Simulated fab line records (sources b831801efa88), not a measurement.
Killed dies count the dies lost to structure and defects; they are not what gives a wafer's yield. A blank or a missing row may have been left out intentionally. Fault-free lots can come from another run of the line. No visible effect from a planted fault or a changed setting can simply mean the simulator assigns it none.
What tool caused it?    flow gf180mcu    at 1 step of a route of 602, 14 lots with 42 wafers sampled

WHAT EACH GAUGE READ, for each wafer
GF_MIM_THK_MEAS_11: measures by xrf.
lot   measured      on             MIM_ALCU_THK (nm)
L230  day 24 12:28  film metro-01  199 203 199
L232  day 24 22:28  film metro-04  198 200 198
L233  day 25 17:04  film metro-04  201 200 195
L234  day 26 01:58  film metro-04  194 195 193
L235  day 26 19:00  film metro-01  198 194 195
L238  day 27 03:42  film metro-01  201 198 199
L239  day 27 12:17  film metro-04  192 190 198
L240  day 27 21:34  film metro-04  200 193 200
L242  day 28 06:44  film metro-02  199 203 200
L245  day 29 06:01  film metro-04  197 201 196
L246  day 29 12:29  film metro-04  193 194 193
L247  day 29 14:16  film metro-01  204 202 200
L250  day 30 12:01  film metro-01  198 196 205
L253  day 31 09:40  film metro-04  196 199 197

EACH LOT AND THE TOOL THAT RAN IT (in order: tool; ch and the chambers of the sampled wafers; start)
Before these readings, the record contains no process step.

WHAT THE TOOLS THEMSELVES READ (means of the sampled wafers that have a number; where no wafer has one, the mark that the record gives instead)
The record holds no such reading with a usual standard deviation.

THE ANSWER, worked out from the rows above alone
Rule: the usual values come from the lots themselves. The widest of any qualifying gaps counts: lots, ordered by their means at a reading, are off when they make up no more than a third of the lots, leave a main group of 4 or more, and stand apart from it by 3 or more times the standard deviation of that group's means. If all means in a main group match to the digits the tables above print for the reading, that group is not used. Also off: a lot with no number at a reading for which 4 or more lots have one. All remaining lots with rows at the step are treated as sound. Order of review: gauges by route order, followed by the tools' own readings, for which a lot's mean as printed above is used. At the first step where some lot is off, the reading lying furthest off is the one used; lots without a number count as furthest.
No lot is off at any reading shown: from this, nothing can be told.

WHAT THE SIMULATOR HAD PUT IN
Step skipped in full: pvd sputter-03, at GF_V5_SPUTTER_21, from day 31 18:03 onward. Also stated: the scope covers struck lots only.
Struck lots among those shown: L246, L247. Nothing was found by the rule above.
